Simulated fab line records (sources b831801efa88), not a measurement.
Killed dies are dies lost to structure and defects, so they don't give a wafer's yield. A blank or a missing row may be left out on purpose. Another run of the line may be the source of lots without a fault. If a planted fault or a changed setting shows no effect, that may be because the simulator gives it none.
Comparing a struck lot with a sound one :: flow sky130 :: 44 out of 708 route steps
Sound: these wafers, L418.1, L418.2, L418.6. Wafers L413.1, L413.4, L413.5 were the ones struck. The cause is given at the end.
Per side, at each step with rows, come the tool, then ch with its chambers, and then its first start. Under that, the readings that differ: sound wafers :: struck wafers :: difference of the means :: sigmas: that difference in standard deviations of wafers without a fault.
alike: words and numbers the same on both sides, and readings whose means are apart by under 2 such deviations; not compared: readings that were withheld, readings missing a value for some wafer, numbers with overlapping values and no deviation given by the record, and bounds like >300 which may hide the same value.
Wherever a step has rows on one side only, a row that says differs or no value, or a row with sigmas, the two part there. Non-overlapping numbers with no deviation appear without sigmas and do not part them. Lack of a reading on every wafer of one side parts them only where that side has two or more wafers.

first, 2 steps without rows for these wafers: SKY_DNWELL_DEVELOP_06 (develop time 60 s); SKY_DNWELL_IMPLANT_07.
SKY_DNWELL_STRIP_08: strips in O2/N2.
  sound on plasmaAsher-01 ch 0,1, day 7 12:40; struck on plasmaAsher-02 ch 0,1, day 6 09:06
  alike: drypumpMotorCurrentA, oesProductAu, stripTimeToEndpointS
  not compared: rfHoursCounterH
SKY_DNWELL_TW_MEAS_09:
  sound on filmMetro-03, day 7 12:46; struck on filmMetro-03, day 6 09:12
  alike: DNWELL_TW
then, 7 steps without rows for these wafers: SKY_PWDE_DEHYDRATE_00 (time 60 s); SKY_PWDE_HMDS_01 (prime time 60 s); SKY_PWDE_COAT_02 (resist thk 3000 nm); SKY_PWDE_SOFTBAKE_03; SKY_PWDE_EXPOSE_04 (exposes mask PWDEM, target cd 840 nm); SKY_PWDE_PEB_05; SKY_PWDE_DEVELOP_06 (develop time 60 s).
SKY_PWDE_OVL_MEAS_07:
  sound on overlay-02, day 8 08:16; struck on overlay-02, day 7 04:01
  alike: PWDE_OVL
SKY_PWDE_IMPLANT_08:
  sound on implanter-02 ch 0, day 8 08:18; struck on implanter-03 ch 0, day 7 04:22
  alike: beamOnS
SKY_PWDE_STRIP_09: strips in O2/N2.
  sound on plasmaAsher-03 ch 0,1, day 8 08:27; struck on plasmaAsher-01 ch 0,1, day 7 04:31
  alike: drypumpMotorCurrentA, oesProductAu, stripTimeToEndpointS
  not compared: rfHoursCounterH
SKY_PWDE_TW_MEAS_10:
  sound on filmMetro-01, day 8 08:33; struck on filmMetro-03, day 7 04:58
reading: PWDE_TW
sound: 383 383 383
struck: 465 467 464
difference: +82
sigmas: +18
then, 7 steps without rows for these wafers: SKY_NWELL_DEHYDRATE_03 (time 60 s); SKY_NWELL_HMDS_04 (prime time 60 s); SKY_NWELL_COAT_05 (resist thk 3000 nm); SKY_NWELL_SOFTBAKE_06; SKY_NWELL_EXPOSE_07 (exposes mask NWM, target cd 840 nm); SKY_NWELL_PEB_08; SKY_NWELL_DEVELOP_09 (develop time 60 s).
SKY_NWELL_OVL_MEAS_10:
  sound on overlay-01, day 9 05:05; struck on overlay-01, day 7 23:44
  alike: NWELL_00_OVL
then, 3 steps without rows for these wafers: SKY_NWELL_IMPLANT_11; SKY_NWELL_IMPLANT_12; SKY_NWELL_IMPLANT_13.
SKY_NWELL_STRIP_14: strips in O2/N2.
  sound on plasmaAsher-03 ch 0,1, day 9 05:35; struck on plasmaAsher-03 ch 0,1, day 8 01:51
reading: stripTimeToEndpointS (s)
sound: 36.74 36.59 36.76
struck: 36.94 37.03 36.90
difference: +0.26
sigmas: +2
  alike: drypumpMotorCurrentA, oesProductAu
  not compared: rfHoursCounterH
SKY_NWELL_TW_MEAS_15:
  sound on filmMetro-03, day 9 05:41; struck on filmMetro-03, day 8 01:57
  alike: NWELL_TW
then, 7 steps without rows for these wafers: SKY_NWELL_DEHYDRATE_16 (time 60 s); SKY_NWELL_HMDS_17 (prime time 60 s); SKY_NWELL_COAT_18 (resist thk 3000 nm); SKY_NWELL_SOFTBAKE_19; SKY_NWELL_EXPOSE_20 (exposes mask NWM COMPLEMENT, target cd 840 nm); SKY_NWELL_PEB_21; SKY_NWELL_DEVELOP_22 (develop time 60 s).
SKY_NWELL_OVL_MEAS_23:
  sound on overlay-02, day 10 03:08; struck on overlay-01, day 8 22:23
  alike: NWELL_01_OVL
then, 1 step without rows for these wafers: SKY_NWELL_IMPLANT_24.
SKY_NWELL_STRIP_25: strips in O2/N2.
  sound on plasmaAsher-02 ch 0,1, day 10 03:20; struck on plasmaAsher-03 ch 0,1, day 8 22:35
  alike: drypumpMotorCurrentA, oesProductAu, stripTimeToEndpointS
  not compared: rfHoursCounterH
SKY_NWELL_TW_MEAS_26:
  sound on filmMetro-03, day 10 03:26; struck on filmMetro-02, day 8 22:41
  alike: NWELL_2_TW
then, 1 step without rows for these wafers: SKY_NWELL_CLEAN_27 (cleans in SC1/SC2, time 150 s).
SKY_NWELL_RTA_28: time 30 s.
  sound on rtpAnneal-01 ch 0, day 10 03:32; struck on rtpAnneal-01 ch 0, day 8 22:48
  alike: lampPowerPct, wafer_temp_C_max
SKY_NWELL_RS_MEAS_29: measurement is done with a four-point probe.
  sound on filmMetro-02, day 10 03:38; struck on filmMetro-03, day 8 22:54
  alike: NWELL_RS
SKY_NWELL_RS_MEAS_31: measurement is done with a four-point probe.
  sound on filmMetro-02, day 10 03:53; struck on filmMetro-03, day 8 23:25
reading: PWDE_RS (ohm/sq)
sound: 5270 5272 5272
struck: 3114 3124 3117
difference: -2153
sigmas: -99 or more
SKY_PAD_OPEN_PROBE_99:
  sound wafers here have rows in the record (prober-01, day 50 03:46); struck ones have none

## WHERE THEY PART
Last at SKY_PAD_OPEN_PROBE_99 as far as this record goes, first at SKY_PWDE_TW_MEAS_10.

WHY: the cause the simulator had injected
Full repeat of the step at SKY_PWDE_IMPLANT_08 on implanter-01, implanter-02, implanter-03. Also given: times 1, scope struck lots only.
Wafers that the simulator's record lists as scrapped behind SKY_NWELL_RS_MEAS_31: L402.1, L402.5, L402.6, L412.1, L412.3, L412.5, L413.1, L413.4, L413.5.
